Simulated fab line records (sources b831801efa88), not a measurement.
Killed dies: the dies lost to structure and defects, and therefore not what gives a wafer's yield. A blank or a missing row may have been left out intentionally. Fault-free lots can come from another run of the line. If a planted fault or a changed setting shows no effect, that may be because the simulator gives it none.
Matching of chambers ; flow sfqLine ; SFQ_TRILAYER_I2_CMP_CMP_064 on cmp-01 has 4 sister chambers
The step polishes SiO2. 15 wafers are shown with their chamber, then 7 later ones without.

== WAFERS WITH THEIR CHAMBER ==
wafer;chamber;timeToEndpointS (s);motorCurrentA (A)
L279.2;3;214;10.1
L279.3;2;225;9.8
L279.5;1;209;9.5
L280.2;0;219;9.5
L280.4;3;204;9.5
L280.6;3;213;9.4
L284.1;3;202;9.4
L284.2;1;205;9.8
L287.4;0;212;9.6
L287.5;3;201;9.3
L293.1;2;218;9.9
L293.5;2;222;9.7
L293.6;1;201;9.4
L296.3;0;220;9.8
L296.5;3;215;9.6

SIGNATURES (averages over the wafers above)
reading;chamber 0;chamber 1;chamber 2;chamber 3;scatter within a chamber
timeToEndpointS;217.00;205.00;221.67;208.17;5.27
motorCurrentA;9.633;9.567;9.800;9.550;0.227
Rule: for a wafer and a chamber, the distance is found by dividing, reading by reading, the gap between the wafer's reading and the chamber's mean by the reading's scatter, squaring, summing and taking the root. The wafer belongs to the nearest chamber; if the next one is less than 2 further off, it can't be placed. The scatter: the root of (the sum of the squares of (reading less its chamber's mean) over the shown wafers, divided by (wafers less chambers)).

== WAFERS WITH NO CHAMBER GIVEN ==
wafer;timeToEndpointS (s);motorCurrentA (A)
L296.6;226;9.5
L297.2;207;9.5
L297.1;216;9.5
L297.3;209;8.9
L301.4;210;9.6
L301.5;203;9.8
L301.6;215;9.4

== WHICH CHAMBER EACH WENT THROUGH ==
wafer;from the rows above;in truth
L296.6;can't be placed: 2 or 0 or 3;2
L297.2;can't be placed: 3 or 1 or 0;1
L297.1;can't be placed: 0 or 3 or 2 or 1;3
L297.3;can't be placed: 3 or 1 or 0 or 2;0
L301.4;can't be placed: 3 or 1 or 0 or 2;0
L301.5;can't be placed: 1 or 3 or 0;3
L301.6;can't be placed: 0 or 3 or 1 or 2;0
Placed correctly: 0 of 7. These rows do not allow placing 7 (true chamber among the candidates in 7). Wrongly placed: 0.
